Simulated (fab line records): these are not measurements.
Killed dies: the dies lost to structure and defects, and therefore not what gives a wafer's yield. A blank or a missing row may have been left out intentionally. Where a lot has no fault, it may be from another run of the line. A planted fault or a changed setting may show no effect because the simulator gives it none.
8D (eight disciplines) problem report, filled in by code :: flow sky130 :: the parts of the form that need people (team, actions taken, sign-off) are left out

1. PROBLEM STATEMENT
Mean LI_CONTACT_W_RS at SKY_LI_CONTACT_RS_MEAS_22: 0.3376 ohm/sq over 2 wafers in 2 lots; fault-free wafers: 0.2851 ohm/sq, standard deviation 0.0028. Measured from the usual mean, that is +19 standard deviations.
The step: measures by four-point-probe.
Seen first at day 34 16:21 on film metro-01, wafer L952.5. At this step, 30 wafers from 10 lots have a number in the record. Rule for "out" (also "out of limits"): further than 4 standard deviations from the usual mean. All remaining wafers that have a number are taken as sound.

2. WHAT IT IS, WHAT IT ISN'T
question: which readings at this step
is: LI_CONTACT_W_RS
is not: -

question: which lots
is: L952, L953
is not: L935, L937, L939, L940, L942, L943, L946, L947

question: which wafers of those lots
is: L952.5, L953.1
is not: L952.1, L952.3, L953.3, L953.6

question: read on which gauges
is: film metro-01, film metro-04
is not: film metro-02

question: when
is: from day 34 16:21
is not: up to then (26 sound wafers); but 2 sound wafers of L953 came after

3. SUSPECTS, AND WHAT RULES EACH OUT
Counting: if a tool at a process step up to the reading ran every lot that is out, it stays a suspect. Sound lots after the first of them don't rule it out here, since some wafers of a struck lot are sound.
- ruled out: the gauge at SKY_LI_CONTACT_RS_MEAS_22. The wafers that are out were read on 2 gauges (film metro-01, film metro-04).
- cvd w-01 at SKY_LI_CONTACT_CVD_21 (deposits W, target thk 400 nm, time 120.56 s): kept. It processed each lot that is out (first: L952, day 34 16:14); up to then, its last sound lot is L947 (day 33 09:41). Out on those wafers are its own readings of susceptor temp C.
- The sound lot-mates ran in chamber 0 of cvd w-01 at SKY_LI_CONTACT_CVD_21, but the wafers that are out ran in chamber 1.
The count leaves cvd w-01 at SKY_LI_CONTACT_CVD_21.

4. THE CAUSE (what the simulator had put in)
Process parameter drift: cvd w-01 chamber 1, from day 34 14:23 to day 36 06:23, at SKY_LI_CONTACT_CVD_21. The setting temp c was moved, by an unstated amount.
This tool alone remained once counting was done.

5. THE CHAIN OF EFFECTS, in route order
Rows list readings where the struck wafers' mean (over those with a number) sits beyond 3 standard deviations from the usual. Only readings whose record carries a usual standard deviation are examined. hours: median over the lots of the time between each lot's start at the first step of this table that gives one and its start at this step. sigmas: the change, counted in usual standard deviations.
hours: 0
step: SKY_LI_CONTACT_CVD_21
reading: susceptor temp C
usual: 399.99 C
on struck wafers: 390.19
change: -9.80
sigmas: -43

hours: 0
step: SKY_LI_CONTACT_RS_MEAS_22
reading: LI_CONTACT_W_RS
usual: 0.2851 ohm/sq
on struck wafers: 0.3376
change: +0.0524
sigmas: +19

hours: 0
step: SKY_LI_CONTACT_THK_MEAS_23
reading: LI_CONTACT_W_THK
usual: 403 nm
on struck wafers: 340
change: -64
sigmas: -14

hours: 0
step: SKY_LI_CONTACT_CMP_24
reading: time to endpoint s
usual: 97 s
on struck wafers: 80
change: -17
sigmas: -4.9
It contains these process steps:
- SKY_LI_CONTACT_CVD_21: deposits W, target thk 400 nm, time 120.56 s.
- SKY_LI_CONTACT_CMP_24: polishes, stops on PSG, t overpolish 20 s, target thk 0 nm.
At these later measuring or inspecting steps, every struck wafer for which the step has a row has a number for every such reading, and none has moved that far: SKY_LOCAL_INTERCONNECT_RS_MEAS_01.

6. WHAT WOULD HAVE CAUGHT IT SOONER
2 hours passed between the start of the fault at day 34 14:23 and the first reading out of limits at a measuring or inspecting step in this record, taken at day 34 16:21.
Tool's own readings at SKY_LI_CONTACT_CVD_21, susceptor temp C: out on all struck wafers the step has rows for; an alarm limit on them would have tripped on the first.
Of the lots that are out (2), L953 began SKY_LI_CONTACT_CVD_21 on cvd w-01 after day 34 16:21. Had the tool been put on hold then, it would have been spared.
